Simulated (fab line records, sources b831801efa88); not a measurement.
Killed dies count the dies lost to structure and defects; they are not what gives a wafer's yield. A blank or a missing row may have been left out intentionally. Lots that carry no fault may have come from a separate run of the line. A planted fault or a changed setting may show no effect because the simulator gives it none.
Matching of chambers + flow sky130 + SKY_VIA2_CMP_02 on cmp-02 has 4 sister chambers
The step polishes SiO2. 4 wafers are shown with their chamber, then 9 later ones without.

== WAFERS PAIRED WITH THEIR CHAMBERS ==
| wafer  | chamber | motor_current_A (A) |
|--------|---------|---------------------|
| L081.1 | 1       | 11.1                |
| L084.2 | 0       | 13.6                |
| L084.3 | 3       | 14.2                |
| L084.4 | 2       | 11.8                |

== WAFERS WITH NO CHAMBER GIVEN ==
| wafer  | motor_current_A (A) |
|--------|---------------------|
| L088.2 | 12.0                |
| L088.3 | 11.2                |
| L088.6 | 11.7                |
| L090.2 | 11.2                |
| L090.4 | 14.2                |
| L090.6 | 11.5                |
| L096.1 | 10.9                |
| L096.2 | 12.9                |
| L096.5 | 13.0                |

== CHAMBER TAKEN BY EACH ==
| wafer  | from the rows above          | in truth |
|--------|------------------------------|----------|
| L088.2 | 2                            | 2        |
| L088.3 | can't be placed: 1 or 2      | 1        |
| L088.6 | can't be placed: 2 or 1      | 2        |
| L090.2 | can't be placed: 1 or 2      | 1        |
| L090.4 | can't be placed: 3 or 0      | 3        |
| L090.6 | can't be placed: 2 or 1      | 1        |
| L096.1 | 1                            | 1        |
| L096.2 | can't be placed: 0 or 2 or 3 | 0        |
| L096.5 | can't be placed: 0 or 2 or 3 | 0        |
2 of 9 placed correctly. Can't be placed from these rows: 7 (the true chamber is among the candidates in 7). Wrongly placed: 0.
How it was worked out, from the rows above alone: a wafer's distance from a chamber is the root of the sum, over the readings, of the square of ((its reading less the chamber's mean) divided by the reading's scatter). If the next closest chamber is less than 2 further off than the closest, the wafer can't be placed; otherwise it belongs to the closest. For every chamber, the mean is computed from those of its wafers that are shown. The scatter (one wafer shown for each chamber): square how far every hidden wafer sits from the nearest shown wafer, average those squares and take the square root.
